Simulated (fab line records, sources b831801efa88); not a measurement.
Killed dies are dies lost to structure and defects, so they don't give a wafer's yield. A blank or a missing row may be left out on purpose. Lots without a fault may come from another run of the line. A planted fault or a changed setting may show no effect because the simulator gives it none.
Which tool did it? | flow gf180mcu | 6 lots, 18 wafers sampled, at 3 steps of a route of 602

WHAT THE GAUGES READ, wafer by wafer
GF_HV_LDD_CD_MEAS_19: target cd 400 nm.
lot  | measured     | on        | cd_nm (nm)
L431 | day 10 23:45 | cd_sem-02 | 405.1 403.9 404.9
L437 | day 12 21:39 | cd_sem-02 | 400.6 403.0 402.5
L439 | day 13 19:22 | cd_sem-02 | 403.9 401.8 404.3
L446 | day 16 04:11 | cd_sem-02 | 367.4 370.4 370.4
L448 | day 16 17:35 | cd_sem-02 | 369.2 366.8 369.3
L450 | day 17 02:50 | cd_sem-02 | 368.9 367.9 368.5

WHICH TOOL RAN EACH LOT (tool, then ch and the chambers of the sampled wafers, then the start)
lot  | GF_DUAL_GATE_STRIP_13                | GF_HV_LDD_EXPOSE_16
L431 | plasma_asher-02 ch 0,1, day 8 14:14  | iline_stepper-01 ch 0, day 10 14:32
L437 | plasma_asher-02 ch 0,1, day 10 05:08 | iline_stepper-02 ch 0, day 12 10:52
L439 | plasma_asher-01 ch 0,1, day 11 02:17 | iline_stepper-02 ch 0, day 13 09:20
L446 | plasma_asher-01 ch 0, day 13 06:37   | iline_stepper-02 ch 0, day 15 17:56
L448 | plasma_asher-04 ch 0,1, day 13 20:01 | iline_stepper-02 ch 0, day 16 06:17
L450 | plasma_asher-04 ch 0,1, day 14 02:59 | iline_stepper-02 ch 0, day 16 16:04
- GF_DUAL_GATE_STRIP_13: strips in O2/N2.
- GF_HV_LDD_EXPOSE_16: exposes mask Pplus LV AREA, target cd 400 nm.

THE ANSWER, worked out from the rows above alone
Rule: what is usual is taken from the lots themselves. Put in order of their means at a reading, lots are off if they are a third of the lots or fewer, leave a main group of 4 or more, and stand apart from it by a gap of 3 or more times the standard deviation of the main group's means; of several such gaps the widest counts. A main group whose means are all the same, to the digits that the tables above print for the reading, isn't used. A lot without any number at a reading at which 4 lots or more have one is off too. The other lots that the step has rows for count as sound.
No lot is off at any reading shown: from this, nothing can be told.

WHAT THE SIMULATOR HAD PUT IN
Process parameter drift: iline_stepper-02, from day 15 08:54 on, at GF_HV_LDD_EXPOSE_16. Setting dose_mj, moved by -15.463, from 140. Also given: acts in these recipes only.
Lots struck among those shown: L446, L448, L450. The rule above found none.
